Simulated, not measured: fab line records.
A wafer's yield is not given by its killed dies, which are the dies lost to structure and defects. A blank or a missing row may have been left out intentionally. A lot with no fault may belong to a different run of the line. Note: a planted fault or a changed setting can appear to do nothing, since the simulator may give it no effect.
fab line records + flow gf180mcu + part 2 of 2: steps 31 to 42 of 42
record:
- lots: 5
- wafers: 15
- last_day: 34
route steps=602 shown VT_IMPLANT@102 MVSD@136 NWELL@137 LVPWELL@138 MVPSD@139 DUAL_GATE@141
lots untouched by any fault: they come from a run of this same line in which no faults occurred
start_h: the number of hours between the record's first day and the start of the first shown wafer of the lot + wait_h: hours from the lot's prior step to this one + " same as the row above + L1.1+2: a single row standing in for several wafers + - no value present, or no start provided + * or withheld: withheld + < > ~ a bound
route shown NAME@n: names a module that has steps shown in the file, with the first one's number in the route + usual: mean and standard deviation over wafers with no fault + same: alike in all rows + chamber/n: place in a boat + sites: readings site by site + _std_site: their standard deviation + _edge_site: the outer-site mean with the inner-site mean subtracted + radius_mm: how far each site lies from the wafer's centre + mask NAME#n: copy n + behind: the tool/chamber that last shaped the wafer + hold: the reason the lot was held/the length of the hold in hours/how it ended + device: whichever transistor did not switch (one of n, p or np) + end of line: tests run on the same wafers once the route is complete + a step with no rows: only its recipe + killed: dies that structure and defects cost at the first sort, which is not the same as the wafer's yield + map: the dies of a wafer, with x for killed, . for not killed, _ for no die there
set.NAME: setting as actually run; set.NAME@STEP: the setting as run at that earlier step + model.NAME: the simulator's own value behind a step, which no gauge read
lots at some steps of the route; a table a step, a row a wafer
services: from which hour (start_h, from the record's first day; less than 0 if before it) a tool's chamber was out of use, for how many hours, and why
== steps ==
step: GF_VT_IMPLANT_STRIP_42
recipe:
- chemistry: O2/N2
- power_w: 1400
- pressure_mtorr: 1500
- platen_temp_c: 250
- o2_flow_sccm: 3000
- n2_flow_sccm: 300
- overash_fraction: 0.5
usual:
- drypump_motor_current_A: 5.80/0.26
- heater_power_w: 340/21
- oes_product_au: 0.716/0.0047
- strip_time_to_endpoint_s: 12.64/0.035
| lot.wafer | tool            | chamber | start_h | wait_h | drypump_motor_current_A | heater_power_w | oes_product_au | rf_hours_counter_h | strip_time_to_endpoint_s |
|-----------|-----------------|---------|---------|--------|-------------------------|----------------|----------------|--------------------|--------------------------|
| L082.1    | plasma_asher-02 | 0       | 210.74  | 0.1    | 5.54                    | 311            | 0.721          | 3                  | 12.62                    |
| L082.2    | "               | 1       | "       | "      | 6.20                    | 376            | 0.715          | 3                  | 12.70                    |
| L082.3    | "               | 1       | "       | "      | 6.16                    | 373            | 0.721          | -                  | 12.64                    |
| L086.2    | plasma_asher-03 | 1       | 238.59  | 0.1    | 6.04                    | 346            | 0.722          | 62                 | 12.62                    |
| L086.4    | "               | 1       | "       | "      | 6.05                    | 349            | 0.722          | -                  | 12.62                    |
| L086.5    | "               | 0       | "       | "      | 5.50                    | 331            | 0.719          | -                  | 12.60                    |
| L088.3    | plasma_asher-04 | 1       | 254.12  | 0.1    | 5.93                    | 319            | 0.718          | -                  | 12.68                    |
| L088.4    | "               | 0       | "       | "      | 5.72                    | 342            | 0.718          | -                  | 12.66                    |
| L088.5    | "               | 1       | "       | "      | 5.90                    | 321            | 0.715          | -                  | 12.64                    |
| L090.1    | plasma_asher-03 | 0       | 265.99  | 0.1    | 5.47                    | 331            | 0.713          | 65                 | 12.66                    |
| L090.2    | "               | 1       | "       | "      | 6.03                    | 355            | 0.722          | 65                 | 12.59                    |
| L090.4    | "               | 0       | "       | "      | 5.45                    | 326            | 0.719          | -                  | 12.55                    |
| L096.2    | plasma_asher-02 | 1       | 305.23  | 0.1    | 6.14                    | 370            | 0.722          | 13                 | 12.64                    |
| L096.3    | "               | 0       | "       | "      | 5.55                    | 316            | 0.711          | -                  | 12.69                    |
| L096.4    | "               | 1       | "       | "      | 6.16                    | 374            | 0.716          | -                  | 12.63                    |
step: GF_VT_IMPLANT_TW_MEAS_43
usual:
- VT_IMPLANT_4_TW: 692/6.7
| lot.wafer | tool          | chamber | start_h | wait_h | VT_IMPLANT_4_TW |
|-----------|---------------|---------|---------|--------|-----------------|
| L082.1    | film_metro-04 | -       | 210.84  | 0.1    | 706             |
| L082.2    | "             | -       | "       | "      | 704             |
| L082.3    | "             | -       | "       | "      | 699             |
| L086.2    | film_metro-01 | -       | 238.70  | 0.1    | 686             |
| L086.4    | "             | -       | "       | "      | 685             |
| L086.5    | "             | -       | "       | "      | 690             |
| L088.3    | film_metro-01 | -       | 254.21  | 0.1    | 689             |
| L088.4    | "             | -       | "       | "      | 684             |
| L088.5    | "             | -       | "       | "      | 687             |
| L090.1    | film_metro-02 | -       | 266.08  | 0.1    | 693             |
| L090.2    | "             | -       | "       | "      | 695             |
| L090.4    | "             | -       | "       | "      | 693             |
| L096.2    | film_metro-01 | -       | 305.34  | 0.1    | 685             |
| L096.3    | "             | -       | "       | "      | 683             |
| L096.4    | "             | -       | "       | "      | 689             |
step: GF_VT_IMPLANT_CLEAN_44
recipe:
- chemistry: SC1/SC2
- mix: 1:4:20
- temp_c: 70
- time_s: 150
- dry: n2_spin
| lot.wafer  | tool         | chamber | start_h | wait_h |
|------------|--------------|---------|---------|--------|
| L082.1+2+3 | wet_bench-01 | 3       | 210.90  | 0.1    |
| L086.2+4+5 | wet_bench-02 | 2       | 238.75  | 0.0    |
| L088.3+4+5 | wet_bench-02 | 3       | 254.25  | 0.0    |
| L090.1+2+4 | wet_bench-03 | 0       | 266.14  | 0.1    |
| L096.2+3+4 | wet_bench-03 | 0       | 305.39  | 0.0    |
step: GF_VT_IMPLANT_RTA_45
recipe:
- temp_c: 1050
- time_s: 30
- ambient: N2
usual:
- lamp_power_pct: 38.9/0.67
- wafer_temp_C_max: 1053.7/0.84
| lot.wafer | tool          | chamber | start_h | wait_h | lamp_power_pct | wafer_temp_C_max |
|-----------|---------------|---------|---------|--------|----------------|------------------|
| L082.1    | rtp_anneal-01 | 0       | 210.95  | 0.0    | 38.4           | 1052.8           |
| L082.2    | "             | 0       | "       | "      | 38.4           | 1053.2           |
| L082.3    | "             | 0       | "       | "      | 38.4           | 1052.8           |
| L086.2    | rtp_anneal-01 | 0       | 238.82  | 0.0    | 38.4           | 1053.4           |
| L086.4    | "             | 0       | "       | "      | 38.4           | 1054.2           |
| L086.5    | "             | 0       | "       | "      | 38.4           | 1054.2           |
| L088.3    | rtp_anneal-01 | 0       | 254.36  | 0.1    | 38.4           | 1052.7           |
| L088.4    | "             | 0       | "       | "      | 38.4           | 1052.2           |
| L088.5    | "             | 0       | "       | "      | 38.4           | 1054.1           |
| L090.1    | rtp_anneal-02 | 0       | 266.19  | 0.0    | 39.9           | 1052.7           |
| L090.2    | "             | 0       | "       | "      | 39.8           | 1053.2           |
| L090.4    | "             | 0       | "       | "      | 39.9           | 1055.0           |
| L096.2    | rtp_anneal-02 | 0       | 305.46  | 0.0    | 39.9           | 1052.9           |
| L096.3    | "             | 0       | "       | "      | 39.9           | 1055.8           |
| L096.4    | "             | 0       | "       | "      | 40.0           | 1053.4           |
step: GF_VT_IMPLANT_RS_MEAS_46
recipe:
- thk_meas_gauge: four-point-probe
usual:
- MVSD_RS: 456.7/1.5
| lot.wafer | tool          | chamber | start_h | wait_h | MVSD_RS[ohm/sq] |
|-----------|---------------|---------|---------|--------|-----------------|
| L082.1    | film_metro-03 | -       | 211.05  | 0.1    | 458.9           |
| L082.2    | "             | -       | "       | "      | 457.9           |
| L082.3    | "             | -       | "       | "      | 458.2           |
| L086.2    | film_metro-03 | -       | 238.92  | 0.1    | 456.1           |
| L086.4    | "             | -       | "       | "      | 455.0           |
| L086.5    | "             | -       | "       | "      | 455.9           |
| L088.3    | film_metro-03 | -       | 254.54  | 0.1    | 455.9           |
| L088.4    | "             | -       | "       | "      | 457.1           |
| L088.5    | "             | -       | "       | "      | 457.7           |
| L090.1    | film_metro-04 | -       | 266.30  | 0.1    | 456.0           |
| L090.2    | "             | -       | "       | "      | 455.2           |
| L090.4    | "             | -       | "       | "      | 457.6           |
| L096.2    | film_metro-04 | -       | 305.56  | 0.1    | 458.2           |
| L096.3    | "             | -       | "       | "      | 457.8           |
| L096.4    | "             | -       | "       | "      | 456.5           |
step: GF_VT_IMPLANT_RS_MEAS_47
recipe:
- thk_meas_gauge: four-point-probe
usual:
- NWELL_RS: 488.0/1.4
| lot.wafer | tool          | chamber | start_h | wait_h | NWELL_RS[ohm/sq] |
|-----------|---------------|---------|---------|--------|------------------|
| L082.1    | film_metro-03 | -       | 211.17  | 0.1    | 488.9            |
| L082.2    | "             | -       | "       | "      | 488.7            |
| L082.3    | "             | -       | "       | "      | 489.4            |
| L086.2    | film_metro-03 | -       | 239.04  | 0.1    | 489.8            |
| L086.4    | "             | -       | "       | "      | 489.8            |
| L086.5    | "             | -       | "       | "      | 489.0            |
| L088.3    | film_metro-03 | -       | 254.66  | 0.1    | 488.8            |
| L088.4    | "             | -       | "       | "      | 489.6            |
| L088.5    | "             | -       | "       | "      | 490.0            |
| L090.1    | film_metro-04 | -       | 266.42  | 0.1    | 487.4            |
| L090.2    | "             | -       | "       | "      | 486.7            |
| L090.4    | "             | -       | "       | "      | 485.4            |
| L096.2    | film_metro-04 | -       | 305.68  | 0.1    | 486.9            |
| L096.3    | "             | -       | "       | "      | 486.1            |
| L096.4    | "             | -       | "       | "      | 487.6            |
step: GF_VT_IMPLANT_RS_MEAS_48
recipe:
- thk_meas_gauge: four-point-probe
usual:
- LVPWELL_RS: 1198/3.8
| lot.wafer | tool          | chamber | start_h | wait_h | LVPWELL_RS[ohm/sq] |
|-----------|---------------|---------|---------|--------|--------------------|
| L082.1    | film_metro-03 | -       | 211.29  | 0.1    | 1197               |
| L082.2    | "             | -       | "       | "      | 1201               |
| L082.3    | "             | -       | "       | "      | 1201               |
| L086.2    | film_metro-03 | -       | 239.16  | 0.1    | 1200               |
| L086.4    | "             | -       | "       | "      | 1199               |
| L086.5    | "             | -       | "       | "      | 1199               |
| L088.3    | film_metro-03 | -       | 254.78  | 0.1    | 1199               |
| L088.4    | "             | -       | "       | "      | 1205               |
| L088.5    | "             | -       | "       | "      | 1200               |
| L090.1    | film_metro-04 | -       | 266.54  | 0.1    | 1194               |
| L090.2    | "             | -       | "       | "      | 1194               |
| L090.4    | "             | -       | "       | "      | 1192               |
| L096.2    | film_metro-04 | -       | 305.80  | 0.1    | 1194               |
| L096.3    | "             | -       | "       | "      | 1197               |
| L096.4    | "             | -       | "       | "      | 1200               |
step: GF_VT_IMPLANT_RS_MEAS_49
recipe:
- thk_meas_gauge: four-point-probe
usual:
- MVPSD_RS: 1169/4.2
| lot.wafer | tool          | chamber | start_h | wait_h | MVPSD_RS[ohm/sq] |
|-----------|---------------|---------|---------|--------|------------------|
| L082.1    | film_metro-03 | -       | 211.41  | 0.1    | 1172             |
| L082.2    | "             | -       | "       | "      | 1174             |
| L082.3    | "             | -       | "       | "      | 1174             |
| L086.2    | film_metro-03 | -       | 239.28  | 0.1    | 1175             |
| L086.4    | "             | -       | "       | "      | 1173             |
| L086.5    | "             | -       | "       | "      | 1172             |
| L088.3    | film_metro-03 | -       | 254.90  | 0.1    | 1169             |
| L088.4    | "             | -       | "       | "      | 1169             |
| L088.5    | "             | -       | "       | "      | 1167             |
| L090.1    | film_metro-04 | -       | 266.66  | 0.1    | 1169             |
| L090.2    | "             | -       | "       | "      | 1164             |
| L090.4    | "             | -       | "       | "      | 1168             |
| L096.2    | film_metro-04 | -       | 305.92  | 0.1    | 1168             |
| L096.3    | "             | -       | "       | "      | 1166             |
| L096.4    | "             | -       | "       | "      | 1165             |
step: GF_VT_IMPLANT_WET_ETCH_50
recipe:
- chemistry: dHF
- target_depth_nm: 20
- target: SiO2
- temp_c: 25
- dilution: 100:1
- time_s: 400
| lot.wafer  | tool         | chamber | start_h | wait_h |
|------------|--------------|---------|---------|--------|
| L082.1+2+3 | wet_bench-01 | 2       | 211.53  | 0.1    |
| L086.2+4+5 | wet_bench-02 | 0       | 239.38  | 0.1    |
| L088.3+4+5 | wet_bench-02 | 3       | 254.98  | 0.1    |
| L090.1+2+4 | wet_bench-02 | 2       | 266.78  | 0.1    |
| L096.2+3+4 | wet_bench-01 | 2       | 306.02  | 0.1    |
step: GF_DUAL_GATE_CLEAN_00
recipe:
- chemistry: SC1/SC2
- mix: 1:4:20
- temp_c: 70
- time_s: 150
| lot.wafer  | tool         | chamber | start_h | wait_h |
|------------|--------------|---------|---------|--------|
| L082.1+2+3 | wet_bench-02 | 3       | 211.65  | 0.0    |
| L086.2+4+5 | wet_bench-01 | 0       | 239.50  | 0.0    |
| L088.3+4+5 | wet_bench-03 | 0       | 255.10  | 0.0    |
| L090.1+2+4 | wet_bench-01 | 3       | 266.91  | 0.0    |
| L096.2+3+4 | wet_bench-01 | 0       | 306.17  | 0.0    |
step: GF_DUAL_GATE_CLEAN_01
recipe:
- chemistry: dHF
- time_s: 20
- dilution: 100:1
- dry: ipa_marangoni
| lot.wafer  | tool         | chamber | start_h | wait_h |
|------------|--------------|---------|---------|--------|
| L082.1+2+3 | wet_bench-03 | 0       | 211.70  | 0.0    |
| L086.2+4+5 | wet_bench-02 | 0       | 239.55  | 0.0    |
| L088.3+4+5 | wet_bench-01 | 2       | 255.15  | 0.0    |
| L090.1+2+4 | wet_bench-03 | 0       | 266.96  | 0.0    |
| L096.2+3+4 | wet_bench-01 | 2       | 306.23  | 0.0    |
step: GF_DUAL_GATE_OXIDATION_02
recipe:
- temp_c: 900
- ambient: O2
- stabilise_s: 600
- purge_s: 300
- target_thk_a: 108.87
- ox_time_s: 1602
usual:
- spike_tc_top_C: 911.9/1.8
| lot.wafer | tool       | chamber | start_h | wait_h | spike_tc_top_C |
|-----------|------------|---------|---------|--------|----------------|
| L082.1    | furnace-02 | 0       | 213.07  | 1.3    | 914.0          |
| L082.2    | "          | 0       | "       | "      | 911.9          |
| L082.3    | "          | 0       | "       | "      | 915.2          |
| L086.2    | furnace-02 | 0       | 240.12  | 0.6    | 912.1          |
| L086.4    | "          | 0       | "       | "      | 914.6          |
| L086.5    | "          | 0       | "       | "      | 913.4          |
| L088.3    | furnace-01 | 0       | 256.33  | 1.2    | 910.8          |
| L088.4    | "          | 0       | "       | "      | 910.8          |
| L088.5    | "          | 0       | "       | "      | 911.0          |
| L090.1    | furnace-01 | 0       | 267.47  | 0.5    | 908.7          |
| L090.2    | "          | 0       | "       | "      | 912.6          |
| L090.4    | "          | 0       | "       | "      | 911.8          |
| L096.2    | furnace-02 | 0       | 306.51  | 0.3    | 914.0          |
| L096.3    | "          | 0       | "       | "      | 915.5          |
| L096.4    | "          | 0       | "       | "      | 912.3          |
== services ==
| tool             | chamber | start_h | hours | kind                    |
|------------------|---------|---------|-------|-------------------------|
| implanter-03     | -       | 157.42  | 1.4   | repair                  |
| plasma_asher-02  | -       | 160.39  | 14.6  | pm                      |
| wet_bench-02     | -       | 165.56  | 1.9   | pm                      |
| plasma_asher-02  | -       | 176.57  | 6.6   | repair                  |
| furnace-01       | -       | 180.00  | 4.3   | pm                      |
| furnace-02       | -       | 195.33  | 4.9   | pm                      |
| implanter-02     | -       | 204.20  | 1.2   | repair                  |
| iline_stepper-02 | -       | 204.37  | 8.2   | repair                  |
| implanter-02     | -       | 205.18  | 5.8   | repair                  |
| implanter-04     | -       | 211.46  | 2.8   | repair                  |
| implanter-03     | -       | 214.69  | 3.6   | pm                      |
| iline_stepper-02 | -       | 227.06  | 2.1   | pm                      |
| iline_stepper-02 | -       | 229.15  | -     | consumable_replace:lamp |
| furnace-02       | -       | 243.49  | 3.7   | pm                      |
| wet_bench-01     | -       | 252.27  | 2.4   | repair                  |
| implanter-03     | -       | 264.25  | 2.5   | pm                      |
| iline_stepper-01 | -       | 274.80  | 0.5   | repair                  |
| wet_bench-02     | -       | 293.75  | 57.9  | pm                      |
| implanter-03     | -       | 301.30  | 1.1   | repair                  |
| implanter-04     | -       | 303.81  | 2.5   | repair                  |
